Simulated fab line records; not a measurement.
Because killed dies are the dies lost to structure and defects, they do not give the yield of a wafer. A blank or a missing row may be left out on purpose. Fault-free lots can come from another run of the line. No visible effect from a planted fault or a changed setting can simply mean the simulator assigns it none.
Which of the tools did it? ; flow sky130 ; 11 lots, 33 wafers sampled, at 1 step of a route of 708

## WHAT THE GAUGES READ, wafer by wafer
SKY_POLY_GATE_CD_MEAS_13 targets a cd of 150 nm.
lot;measured;on;cd-nm (nm)
L612;day 17 01:10;cd-sem-01;149.8 152.3 151.7
L619;day 19 00:50;cd-sem-01;148.4 149.1 150.7
L618;day 19 02:27;cd-sem-01;151.3 152.5 150.5
L621;day 19 13:13;cd-sem-02;150.8 150.0 149.6
L622;day 20 07:04;cd-sem-01;148.1 148.0 148.0
L623;day 20 15:04;cd-sem-02;149.5 150.1 149.6
L627;day 21 16:36;cd-sem-02;150.4 149.2 148.1
L628;day 22 03:59;cd-sem-02;152.5 150.7 151.4
L629;day 22 08:41;cd-sem-01;149.0 148.1 149.0
L630;day 22 23:57;cd-sem-02;150.8 148.9 150.0
L633;day 23 23:50;cd-sem-01;151.4 150.9 150.1

## EACH LOT AND THE TOOL THAT RAN IT (in order: tool; ch and the chambers of the sampled wafers; start)
The record shows no process step preceding these readings.

## THE ANSWER, worked out from the rows above alone
Rule: the usual values come from the lots themselves. Put in order of their means at a reading, lots are off if they are a third of the lots or fewer, leave a main group of 4 or more, and stand apart from it by a gap of 3 or more times the standard deviation of the main group's means; of several such gaps the widest counts. A main group is skipped when, at the precision printed for the reading in the tables above, its means are all equal. A lot without any number at a reading at which 4 lots or more have one is off too. Any other lot the step has rows for is counted as sound.
Nothing can be told from this: no lot is off at any reading shown.

## WHAT WAS PUT IN BY THE SIMULATOR
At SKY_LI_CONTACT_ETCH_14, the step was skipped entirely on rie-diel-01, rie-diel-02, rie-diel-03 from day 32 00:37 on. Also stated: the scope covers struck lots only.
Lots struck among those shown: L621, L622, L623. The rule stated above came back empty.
